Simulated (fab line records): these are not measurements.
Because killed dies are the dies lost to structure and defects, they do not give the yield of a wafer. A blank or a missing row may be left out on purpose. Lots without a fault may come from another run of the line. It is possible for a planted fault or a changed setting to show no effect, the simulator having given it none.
Check for tools in common :: flow sky130 :: 39 wafers sampled across 13 lots

REASON IT WAS OPENED
At SKY_VT_ADJUST_LVTN_TW_MEAS_21 the reading VT_ADJUST_LVTN_2_TW is flagged on 2 of 13 lots. No-fault wafers: 187.9, standard deviation 0.92.
Rule: a lot is flagged in two cases, either no wafer of it has a number, or all its wafers with numbers fall more than 4 standard deviations from that mean. The other lots count as sound.

lot: L375
measured: day 7 17:52
on: film-metro-02
VT_ADJUST_LVTN_2_TW, wafer by wafer: 188.6 187.8 187.4
flag: 

lot: L376
measured: day 8 02:00
on: film-metro-03
VT_ADJUST_LVTN_2_TW, wafer by wafer: 186.7 186.8 186.2
flag: 

lot: L377
measured: day 8 06:19
on: film-metro-02
VT_ADJUST_LVTN_2_TW, wafer by wafer: 187.2 187.1 187.1
flag: 

lot: L378
measured: day 8 11:47
on: film-metro-02
VT_ADJUST_LVTN_2_TW, wafer by wafer: 187.3 186.8 188.0
flag: 

lot: L379
measured: day 8 22:20
on: film-metro-04
VT_ADJUST_LVTN_2_TW, wafer by wafer: 189.1 189.3 187.9
flag: 

lot: L381
measured: day 9 12:56
on: film-metro-03
VT_ADJUST_LVTN_2_TW, wafer by wafer: 187.2 186.4 187.7
flag: 

lot: L382
measured: day 9 15:25
on: film-metro-03
VT_ADJUST_LVTN_2_TW, wafer by wafer: 186.8 185.9 187.3
flag: 

lot: L386
measured: day 10 18:35
on: film-metro-02
VT_ADJUST_LVTN_2_TW, wafer by wafer: 188.9 188.9 188.6
flag: 

lot: L392
measured: day 13 10:05
on: film-metro-04
VT_ADJUST_LVTN_2_TW, wafer by wafer: 166.6 167.9 167.7
flag: FLAGGED

lot: L394
measured: day 13 17:40
on: film-metro-02
VT_ADJUST_LVTN_2_TW, wafer by wafer: 187.7 188.0 188.7
flag: 

lot: L393
measured: day 13 18:20
on: film-metro-04
VT_ADJUST_LVTN_2_TW, wafer by wafer: 169.0 167.8 168.7
flag: FLAGGED

lot: L396
measured: day 13 23:05
on: film-metro-03
VT_ADJUST_LVTN_2_TW, wafer by wafer: 189.8 189.1 189.0
flag: 

lot: L398
measured: day 14 15:10
on: film-metro-03
VT_ADJUST_LVTN_2_TW, wafer by wafer: 188.3 188.2 188.7
flag: 
The numbers of the flagged lots are 167.9 on average: -20.0 against the usual, or -22 standard deviations.

TOOL THAT RAN EACH LOT
The record keeps 1 process step preceding the reading, out of 708 steps on the route. Each cell gives the tool, then ch followed by the chambers the sampled wafers passed through, then the start.
lot: L375
flag: 
SKY_VT_ADJUST_LVTN_IMPLANT_19: implanter-03 ch 0, day 7 17:37

lot: L376
flag: 
SKY_VT_ADJUST_LVTN_IMPLANT_19: implanter-03 ch 0, day 8 01:45

lot: L377
flag: 
SKY_VT_ADJUST_LVTN_IMPLANT_19: implanter-04 ch 0, day 8 06:05

lot: L378
flag: 
SKY_VT_ADJUST_LVTN_IMPLANT_19: implanter-03 ch 0, day 8 11:33

lot: L379
flag: 
SKY_VT_ADJUST_LVTN_IMPLANT_19: implanter-04 ch 0, day 8 22:05

lot: L381
flag: 
SKY_VT_ADJUST_LVTN_IMPLANT_19: implanter-03 ch 0, day 9 12:43

lot: L382
flag: 
SKY_VT_ADJUST_LVTN_IMPLANT_19: implanter-04 ch 0, day 9 15:10

lot: L386
flag: 
SKY_VT_ADJUST_LVTN_IMPLANT_19: implanter-01 ch 0, day 10 18:21

lot: L392
flag: FLAGGED
SKY_VT_ADJUST_LVTN_IMPLANT_19: implanter-03 ch 0, day 13 09:50

lot: L394
flag: 
SKY_VT_ADJUST_LVTN_IMPLANT_19: implanter-04 ch 0, day 13 17:25

lot: L393
flag: FLAGGED
SKY_VT_ADJUST_LVTN_IMPLANT_19: implanter-03 ch 0, day 13 18:06

lot: L396
flag: 
SKY_VT_ADJUST_LVTN_IMPLANT_19: implanter-04 ch 0, day 13 22:52

lot: L398
flag: 
SKY_VT_ADJUST_LVTN_IMPLANT_19: implanter-04 ch 0, day 14 14:57
What the steps here do:
- SKY_VT_ADJUST_LVTN_IMPLANT_19
- SKY_VT_ADJUST_LVTN_TW_MEAS_21

FLAGGED OVER TOTAL, TOOL BY TOOL (the gauges that took the reading come last)
step: SKY_VT_ADJUST_LVTN_IMPLANT_19
tool: implanter-01
lots run: 1
flagged: 0
share of the flagged lots: none
sound lots run after its first flagged lot: -

step: SKY_VT_ADJUST_LVTN_IMPLANT_19
tool: implanter-03
lots run: 6
flagged: 2
share of the flagged lots: all
sound lots run after its first flagged lot: 0

step: SKY_VT_ADJUST_LVTN_IMPLANT_19
tool: implanter-04
lots run: 6
flagged: 0
share of the flagged lots: none
sound lots run after its first flagged lot: -

step: SKY_VT_ADJUST_LVTN_TW_MEAS_21
tool: film-metro-02
lots run: 5
flagged: 0
share of the flagged lots: none
sound lots run after its first flagged lot: -

step: SKY_VT_ADJUST_LVTN_TW_MEAS_21
tool: film-metro-03
lots run: 5
flagged: 0
share of the flagged lots: none
sound lots run after its first flagged lot: -

step: SKY_VT_ADJUST_LVTN_TW_MEAS_21
tool: film-metro-04
lots run: 3
flagged: 2
share of the flagged lots: all
sound lots run after its first flagged lot: 0

THE TABLE: WHAT IT ALLOWS
Rows of the table that ran all the flagged lots, 2 in number: implanter-03 at SKY_VT_ADJUST_LVTN_IMPLANT_19; film-metro-04 at SKY_VT_ADJUST_LVTN_TW_MEAS_21.
- implanter-03 at SKY_VT_ADJUST_LVTN_IMPLANT_19: 2 of its 6 lots flagged. Its last sound lot is L381 (day 9 12:43), its first flagged lot L392 (day 13 09:50): a fault that began between those two fits. Its own readings (dose-ions-cm2, faraday-current-uA) fall more than 4 standard deviations out on all wafers of the flagged lots.
- film-metro-04 at SKY_VT_ADJUST_LVTN_TW_MEAS_21: 2 of its 3 lots flagged. Its last sound lot is L379 (day 8 22:20), its first flagged lot L392 (day 13 10:05): a fault that began between those two fits.
Because each of these 2 tools fits a fault that began at some hour, counting lots does not separate them. More lots, or a look at what each step does to the wafer, might.

WHAT THE SIMULATOR HAD PUT IN
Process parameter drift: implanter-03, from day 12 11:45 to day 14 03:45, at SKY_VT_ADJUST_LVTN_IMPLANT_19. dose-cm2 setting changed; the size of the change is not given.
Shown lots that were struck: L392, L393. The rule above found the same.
